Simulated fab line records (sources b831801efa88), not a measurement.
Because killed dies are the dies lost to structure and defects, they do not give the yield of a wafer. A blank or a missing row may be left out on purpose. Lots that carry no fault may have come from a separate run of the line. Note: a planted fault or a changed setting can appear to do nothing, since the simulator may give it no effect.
The same fault as seen by 2 desks | flow sfq_line | only its own numbers are on each desk; what lay behind them is given at the end

== FROM THE METROLOGY DESK ==
What the gauges read for every lot (on any tool): the sampled wafers with a number, averaged. Any lot whose mean is over 4 standard deviations away from the usual mean is out of limits and marked OUT; that distance is given in the brackets.
Columns: A = JJ_NB_RS at SFQ_JJ_RS_MEAS_929, usual 1.051 ohm/sq; B = I5_OVL at SFQ_I5_OVL_MEAS_936, usual -4 nm; C = I7_OVL at SFQ_I7_OVL_MEAS_947, usual 1 nm
lot  | first seen here | A                | B   | C
L766 | day 39 21:46    | 1.057            | -5  | -1
L767 | day 40 01:31    | 1.051            | -8  | 3
L768 | day 40 03:44    | 1.040            | -6  | 1
L769 | day 40 12:05    | 1.068            | 3   | 1
L770 | day 40 23:56    | 1.062            | -3  | -1
L771 | day 41 01:08    | 1.042            | -5  | 6
L772 | day 41 12:14    | 1.055            | -1  | -1
L773 | day 41 15:49    | 1.055            | -13 | -5
L779 | day 44 09:20    | 1.004            | -10 | 4
L782 | day 44 22:20    | 0.990 (-4.7) OUT | -16 | -4
L786 | day 46 08:33    | 1.032            | -1  | 6
L787 | day 46 14:41    | 1.068            | -6  | -1
L789 | day 46 20:41    | 1.051            | -10 | 2
Per this desk, out of limits: L782; the first was L782, day 44 22:20 (JJ_NB_RS at SFQ_JJ_RS_MEAS_929). Within limits: L766, L767, L768, L769, L770, L771, L772, L773, L779, L786, L787, L789.

== FOR THE TOOL OWNER'S DESK: pvd_sputter-06 ==
The tool's own readings at SFQ_TRILAYER_JJ_TRILAYER_DEP_SPUTTER_112 (material Nb, target thk 170 nm, time 113.3 s): means of the sampled wafers that have a number, for each lot that ran on this tool. Any lot whose mean is over 4 standard deviations away from the usual mean is out of limits and marked OUT; that distance is given in the brackets.
Columns: A = throttle_valve_pct at SFQ_TRILAYER_JJ_TRILAYER_DEP_SPUTTER_112, usual 30.0 %
lot  | first seen here | A
L768 | day 40 03:40    | 30.3
L771 | day 41 01:04    | 30.3
L773 | day 41 15:44    | 30.0
L779 | day 44 09:14    | 30.1
L782 | day 44 22:14    | 30.0
Finding of this desk: none of the 5 lots has anything out of limits.

== BROUGHT TOGETHER ==
At day 44 22:20 the metrology desk could have sounded an alarm, on L782.
The desk of the tool owner found nothing out of limits.
Tool owner's desk: L782 on record, inside its limits.
All the named lots went through SFQ_TRILAYER_JJ_TRILAYER_DEP_SPUTTER_112 on pvd_sputter-06.

== WHAT THE SIMULATOR PUT IN ==
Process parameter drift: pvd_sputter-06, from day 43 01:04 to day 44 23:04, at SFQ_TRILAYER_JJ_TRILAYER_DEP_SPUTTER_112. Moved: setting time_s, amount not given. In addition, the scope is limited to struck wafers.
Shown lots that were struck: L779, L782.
Delay in hours, fault start to first out-of-limits reading, per desk: metrology desk 45.
